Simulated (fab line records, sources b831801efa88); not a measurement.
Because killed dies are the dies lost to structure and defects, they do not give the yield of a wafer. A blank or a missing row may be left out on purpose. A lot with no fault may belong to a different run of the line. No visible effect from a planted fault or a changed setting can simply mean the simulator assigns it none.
A single fault, viewed from 2 desks | flow sfq line | numbers are kept per desk, each desk with only its own; the story behind them comes last

AT THE METROLOGY DESK
Lot by lot, what the gauges showed, no matter which tool ran the lot: averages of those sampled wafers that carry a number. The brackets show how far a lot's mean lies from the usual mean; more than 4 standard deviations puts the lot out of limits, marked OUT.
Columns: A = M2_OVL at SFQ_M2_OVL_MEAS_916, usual -2 nm
lot  | first seen here | A
L888 | day 23 19:06    | 4
L893 | day 26 07:49    | 5
L896 | day 27 15:29    | -8
L900 | day 29 16:23    | -8
L901 | day 30 01:59    | -4
L904 | day 30 11:25    | -4
L909 | day 31 22:28    | -2
This desk's finding: nothing out of limits on any of the 7 lots.

DESK OF THE TOOL OWNER: pecvd-01
The tool's own readings at SFQ_TRILAYER_I2_DEP_PECVD_063 (deposits SiO2 from SiH4/N2O, time 111.11 s, target thk 500 nm): means of the sampled wafers that have a number, for each lot that ran on this tool. The brackets show how far a lot's mean lies from the usual mean; more than 4 standard deviations puts the lot out of limits, marked OUT.
Columns: A = heater power w at SFQ_TRILAYER_I2_DEP_PECVD_063, usual 85 W; B = run length s at SFQ_TRILAYER_I2_DEP_PECVD_063, usual 139.0 s; C = throttle valve pct at SFQ_TRILAYER_I2_DEP_PECVD_063, usual 25.2 %
lot  | first seen here | A  | B     | C
L896 | day 27 16:28    | 75 | 138.9 | 23.6
L900 | day 29 17:22    | 75 | 140.0 | 24.2
L901 | day 30 02:58    | 75 | 140.3 | 23.8
L904 | day 30 12:25    | 73 | 140.4 | 24.2
This desk's finding: nothing out of limits on any of the 4 lots.

ALL TOGETHER
The metrology desk saw nothing out of limits.
Nothing out of limits was seen by the tool owner's desk.

WHAT WAS PUT IN BY THE SIMULATOR
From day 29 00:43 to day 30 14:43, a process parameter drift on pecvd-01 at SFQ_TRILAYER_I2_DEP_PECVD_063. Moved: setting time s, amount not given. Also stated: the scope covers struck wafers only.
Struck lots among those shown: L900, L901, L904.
